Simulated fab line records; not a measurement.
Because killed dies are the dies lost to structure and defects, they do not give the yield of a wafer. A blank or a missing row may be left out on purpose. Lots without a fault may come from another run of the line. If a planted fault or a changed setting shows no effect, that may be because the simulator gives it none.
Which tool was responsible? ; flow gf180mcu ; 36 wafers from 12 lots sampled at 5 of the route's 602 steps

== WHAT EACH GAUGE READ, for each wafer ==
GF_HV_LDD_OVL_MEAS_32. Usual: HV_LDD_02_OVL 0.2 nm, standard deviation 1.4.
lot;measured;on;HV_LDD_02_OVL (nm);flag
L394;day 11 18:32;overlay-02;0.9 1.1 -0.1;
L395;day 12 03:55;overlay-02;-0.1 -0.2 -1.4;
L396;day 12 06:46;overlay-02;3.3 0.4 1.2;
L398;day 12 19:41;overlay-01;0.7 -0.8 -2.2;
L400;day 13 10:50;overlay-02;0.8 1.1 -0.2;
L404;day 14 19:08;overlay-02;116.5 114.9 116.6;OFF
L405;day 15 03:55;overlay-01;-1.3 0.5 -0.3;
L406;day 15 12:41;overlay-02;116.1 115.0 114.2;OFF
L408;day 16 03:05;overlay-01;-0.6 -2.6 -1.9;
L411;day 17 03:40;overlay-01;-0.7 -0.1 -1.7;
L412;day 17 13:14;overlay-01;1.1 0.0 -0.7;
L415;day 18 06:52;overlay-02;-1.9 -0.3 -1.4;

GF_HV_LDD_CD_MEAS_46 targets a cd of 400 nm. Usual: cd nm at 399.0 nm, with a standard deviation of 2.5.
lot;measured;on;cd nm (nm);flag
L394;day 12 14:50;cd sem-01;395.6 399.2 397.1;
L395;day 13 00:47;cd sem-01;394.3 394.5 397.9;
L396;day 13 02:41;cd sem-01;400.7 401.8 400.6;
L398;day 13 16:12;cd sem-02;399.3 402.8 401.3;
L400;day 14 08:11;cd sem-02;396.1 397.8 396.2;
L404;day 15 16:55;cd sem-01;401.8 400.3 401.3;
L405;day 16 02:29;cd sem-02;405.1 404.1 403.3;
L406;day 16 11:37;cd sem-02;396.3 397.9 396.2;
L408;day 17 02:13;cd sem-01;399.7 398.6 399.5;
L411;day 18 01:51;cd sem-01;395.7 396.1 394.5;
L412;day 18 12:23;cd sem-02;400.7 394.7 398.7;
L415;day 19 07:40;cd sem-02;398.1 398.0 398.3;

GF_HV_LDD_THK_MEAS_55. Usual: HV_LDD_CVD_54_THK 10.09 nm, standard deviation 0.16.
lot;measured;on;HV_LDD_CVD_54_THK (nm);flag
L394;day 12 16:34;film metro-04;9.99 9.95 9.86;
L395;day 13 02:35;film metro-04;10.38 10.22 10.24;
L396;day 13 05:06;film metro-03;10.22 10.11 10.14;
L398;day 13 17:55;film metro-03;10.20 10.29 10.13;
L400;day 14 09:54;film metro-01;10.07 10.14 10.05;
L404;day 15 18:38;film metro-01;10.00 10.04 10.09;
L405;day 16 04:13;film metro-04;10.19 10.09 10.16;
L406;day 16 13:23;film metro-01;9.87 9.87 9.92;
L408;day 17 04:31;film metro-03;10.01 9.90 9.79;
L411;day 18 03:40;film metro-04;9.89 9.84 9.77;
L412;day 18 14:05;film metro-04;10.14 10.20 10.18;
L415;day 19 09:22;film metro-03;10.42 10.41 10.36;

== WHAT TOOL EACH LOT RAN ON (gives the tool, then ch and the chambers of the sampled wafers, and finally the start) ==
lot;GF_HV_LDD_STRIP_22;GF_HV_LDD_EXPOSE_28
L394;plasma asher-04 ch 0,1, day 10 23:32;iline stepper-01 ch 0, day 11 09:26
L395;plasma asher-02 ch 0,1, day 11 09:17;iline stepper-01 ch 0, day 11 18:13
L396;plasma asher-01 ch 0,1, day 11 11:52;iline stepper-02 ch 0, day 11 21:08
L398;plasma asher-02 ch 0, day 12 00:05;iline stepper-02 ch 0, day 12 09:50
L400;plasma asher-02 ch 0,1, day 12 14:43;iline stepper-02 ch 0, day 13 01:31
L404;plasma asher-02 ch 0,1, day 13 22:19;iline stepper-01 ch 0, day 14 08:53
L405;plasma asher-04 ch 0,1, day 14 06:31;iline stepper-02 ch 0, day 14 17:20
L406;plasma asher-04 ch 0,1, day 14 15:45;iline stepper-01 ch 0, day 15 02:21
L408;plasma asher-01 ch 0,1, day 15 05:41;iline stepper-02 ch 0, day 15 16:32
L411;plasma asher-02 ch 0,1, day 16 05:40;iline stepper-02 ch 0, day 16 17:14
L412;plasma asher-02 ch 0,1, day 16 14:09;iline stepper-02 ch 0, day 17 01:22
L415;plasma asher-02 ch 0,1, day 17 08:51;iline stepper-02 ch 0, day 17 19:58
- GF_HV_LDD_STRIP_22: strips in O2/N2.
- GF_HV_LDD_EXPOSE_28: exposes mask Nplus HV AREA, target cd 400 nm.

== AS READ BY THE TOOLS THEMSELVES (means over the sampled wafers that have a number; for cases with no such wafer, the mark the record gives instead) ==
GF_HV_LDD_STRIP_22. Usual: drypump motor current A 6.0 A, standard deviation 0.38; heater power w 327 W, standard deviation 31; n2 flow sccm 300.0 sccm, standard deviation 1; o2 flow sccm 2999 sccm, standard deviation 10; oes product au 0.716 a.u., standard deviation 0.0043; strip time to endpoint s 12.62 s, standard deviation 0.04.
lot;tool;drypump motor current A (A);heater power w (W);n2 flow sccm (sccm);o2 flow sccm (sccm);oes product au (a.u.);strip time to endpoint s (s);flag
L394;plasma asher-04;5.6;319;300.0;2989;0.718;12.64;
L395;plasma asher-02;6.1;320;299.0;2986;0.718;12.56;
L396;plasma asher-01;6.5;357;299.5;3002;0.716;12.63;
L398;plasma asher-02;6.0;291;300.5;2996;0.714;12.71;
L400;plasma asher-02;6.1;337;298.8;2996;0.717;12.63;
L404;plasma asher-02;6.1;315;300.4;2990;0.715;12.64;
L405;plasma asher-04;5.6;305;299.5;3008;0.718;12.64;
L406;plasma asher-04;5.6;320;299.0;2994;0.719;12.63;
L408;plasma asher-01;6.6;359;299.8;2994;0.714;12.65;
L411;plasma asher-02;6.1;341;299.5;2996;0.715;12.58;
L412;plasma asher-02;6.1;317;300.4;3004;0.714;12.61;
L415;plasma asher-02;6.1;339;300.0;2987;0.716;12.64;

== THE ANSWER, worked out from the rows above alone ==
Rule: take the mean of a lot's wafers that have a number; if it is more than 3 standard deviations from the usual mean, the lot is off. Also off: a lot with no number at a reading for which 4 or more lots have one. Any other lot the step has rows for is counted as sound. Order of review: gauges by route order, followed by the tools' own readings, for which a lot's mean as printed above is used. The first step at which some lot is off is used, and at that step the reading that is off furthest; a lot without a number counts as furthest.
Off: L404, L406, seen at GF_HV_LDD_OVL_MEAS_32 (HV_LDD_02_OVL).
A tool fits if, at a process step before that reading, it ran every lot that is off, and no sound lot after the first of them. Gauges at GF_HV_LDD_OVL_MEAS_32: tried the same way as those tools. One candidate fits, namely iline stepper-01 at GF_HV_LDD_EXPOSE_28. A fault onset in the window from L395 (day 11 18:13, its last sound lot) to L404 (day 14 08:53, its first lot off) fits.

== WHAT THE SIMULATOR HAD INSERTED ==
Scanner matching overlay: iline stepper-01, from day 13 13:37 on, at GF_HV_LDD_EXPOSE_28. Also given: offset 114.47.
Shown lots that were struck: L404, L406. This agrees with what the rule above found.
